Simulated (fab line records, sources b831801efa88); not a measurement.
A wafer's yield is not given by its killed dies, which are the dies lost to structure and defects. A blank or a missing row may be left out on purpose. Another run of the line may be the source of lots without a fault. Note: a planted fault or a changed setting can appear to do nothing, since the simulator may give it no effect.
8D (eight disciplines) problem report, filled in by code	flow sky130	the parts of the form that need people (team, actions taken, sign-off) are left out

== 1. PROBLEM STATEMENT ==
Mean VT_ADJUST_NCORE_TW at SKY_VT_ADJUST_NCORE_TW_MEAS_11: 29.8 over 6 wafers in 2 lots; fault-free wafers: 218.3, standard deviation 1. That is -99 or more standard deviations from the usual mean.
Seen first at day 12 03:51 on filmMetro-03, wafer L961.2. At this step, 42 wafers from 14 lots have a number in the record. Rule for "out", or "out of limits": more than 4 standard deviations from the usual mean. The other wafers with a number count as sound.

== 2. WHAT IT IS, AND WHAT IT ISN'T ==
question	is	is not
which readings at this step	VT_ADJUST_NCORE_TW	-
which lots	L961, L962	L949, L952, L955, L956, L958, L959, L967, L968, L969, L970, L971, L972
which wafers of those lots	all that have a number	-
read on which gauges	filmMetro-03, filmMetro-04	filmMetro-02
when	from day 12 03:51	up to then (18 sound wafers); but 18 sound wafers of L967, L968, L969, L970, L971, L972 came after

== 3. SUSPECTS, AND WHAT RULES EACH OUT ==
Counting: any tool at a process step up to the reading is kept as a suspect provided that every lot that is out went through it and no sound lot did after the first of them.
- ruled out: the gauge at SKY_VT_ADJUST_NCORE_TW_MEAS_11. 2 gauges (filmMetro-03, filmMetro-04) read the wafers that are out.
- implanter-01 at SKY_VT_ADJUST_NCORE_IMPLANT_09: ruled out as a lasting fault. After its first lot that is out, L961 (day 12 03:37), sound lots L970, L972 ran on it.
Left after counting: nothing in the record.

== 4. THE CAUSE (what the simulator had put in) ==
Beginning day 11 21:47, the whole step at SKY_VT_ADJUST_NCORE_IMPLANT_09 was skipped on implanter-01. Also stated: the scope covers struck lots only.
The count ruled it out by mistake, since the rule takes a fault to strike every lot its tool runs from the start of the fault on, and this one did not do so.

== 5. THE CHAIN OF EFFECTS, in route order ==
Each row: a reading where the mean over the struck wafers with a number is more than 3 standard deviations away from the usual. Only readings whose record carries a usual standard deviation are examined. hours: median over the lots of the time between each lot's start at the first step of this table that gives one and its start at this step. sigmas: the change, counted in usual standard deviations.
hours	step	reading	usual	on struck wafers	change	sigmas
0	SKY_VT_ADJUST_NCORE_TW_MEAS_11	VT_ADJUST_NCORE_TW	218.3	29.8	-188.5	-99 or more
Readings that are blank on the struck wafers while sound wafers have them: beamEnergyKeV at SKY_VT_ADJUST_NCORE_IMPLANT_09; beamOnS at SKY_VT_ADJUST_NCORE_IMPLANT_09; doseIonsCm2 at SKY_VT_ADJUST_NCORE_IMPLANT_09.

== 6. HOW IT WOULD HAVE BEEN CAUGHT EARLIER ==
In this record the first reading out of limits at a measuring or inspecting step was taken at day 12 03:51, 6 hours after the fault began at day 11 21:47.
At SKY_VT_ADJUST_NCORE_IMPLANT_09 the tool's readings are blank on the struck wafers, where sound wafers have them: an empty tool record is the first sign, and it was there at once.
